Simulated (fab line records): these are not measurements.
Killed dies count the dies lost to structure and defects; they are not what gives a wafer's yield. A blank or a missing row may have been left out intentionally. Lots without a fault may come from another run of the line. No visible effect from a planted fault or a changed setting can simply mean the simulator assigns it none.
Which tool is to blame? + flow sky130 + 10 lots with 30 wafers sampled at 2 steps, on a route of 708 steps

## WHAT EACH GAUGE READ, for each wafer
SKY_METAL5_THK_MEAS_06: measures by xrf.
| lot  | measured     | on            | METAL5_ALCU_THK (nm) |
|------|--------------|---------------|----------------------|
| L255 | day 42 19:57 | film metro-04 | 1136 1138 1145       |
| L258 | day 43 16:29 | film metro-01 | 1371 1366 1371       |
| L259 | day 44 02:02 | film metro-02 | 1339 1347 1340       |
| L266 | day 45 19:37 | film metro-01 | 1170 1135 1154       |
| L267 | day 45 21:52 | film metro-02 | 1145 1137 1146       |
| L268 | day 46 02:59 | film metro-01 | 1129 1132 1136       |
| L269 | day 46 11:16 | film metro-01 | 1132 1145 1131       |
| L270 | day 46 21:33 | film metro-01 | 1156 1155 1133       |
| L272 | day 47 05:00 | film metro-02 | 1114 1125 1127       |
| L274 | day 47 21:25 | film metro-04 | 1138 1121 1124       |

## EACH LOT AND THE TOOL THAT RAN IT (in order: tool; ch and the chambers of the sampled wafers; start)
| lot  | SKY_METAL5_SPUTTER_04        |
|------|------------------------------|
| L255 | pvd sputter-03, day 42 19:47 |
| L258 | pvd sputter-02, day 43 16:19 |
| L259 | pvd sputter-02, day 44 01:53 |
| L266 | pvd sputter-04, day 45 19:20 |
| L267 | pvd sputter-03, day 45 21:40 |
| L268 | pvd sputter-02, day 46 02:49 |
| L269 | pvd sputter-02, day 46 11:05 |
| L270 | pvd sputter-02, day 46 21:23 |
| L272 | pvd sputter-02, day 47 04:50 |
| L274 | pvd sputter-02, day 47 21:14 |
- SKY_METAL5_SPUTTER_04: material TiN, target thk 70 nm, time 58.3 s.

## THE ANSWER, worked out from the rows above alone
Rule: what is usual is taken from the lots themselves. The widest of any qualifying gaps counts: lots, ordered by their means at a reading, are off when they make up no more than a third of the lots, leave a main group of 4 or more, and stand apart from it by 3 or more times the standard deviation of that group's means. A main group whose means are all the same, to the digits that the tables above print for the reading, isn't used. A lot without any number at a reading at which 4 lots or more have one is off too. Where the step has rows for the other lots, those lots are counted as sound.
Off: L258, L259, seen at SKY_METAL5_THK_MEAS_06 (METAL5_ALCU_THK). Mean 1138 nm and standard deviation 9.7 in the main group.
If a tool, at a process step before that reading, ran all the lots that are off and no sound lot after the first of them, it fits. Those tools and the gauges at SKY_METAL5_THK_MEAS_06 are tried in the same way. Of those tried, none fits.

## WHAT WAS PUT IN BY THE SIMULATOR
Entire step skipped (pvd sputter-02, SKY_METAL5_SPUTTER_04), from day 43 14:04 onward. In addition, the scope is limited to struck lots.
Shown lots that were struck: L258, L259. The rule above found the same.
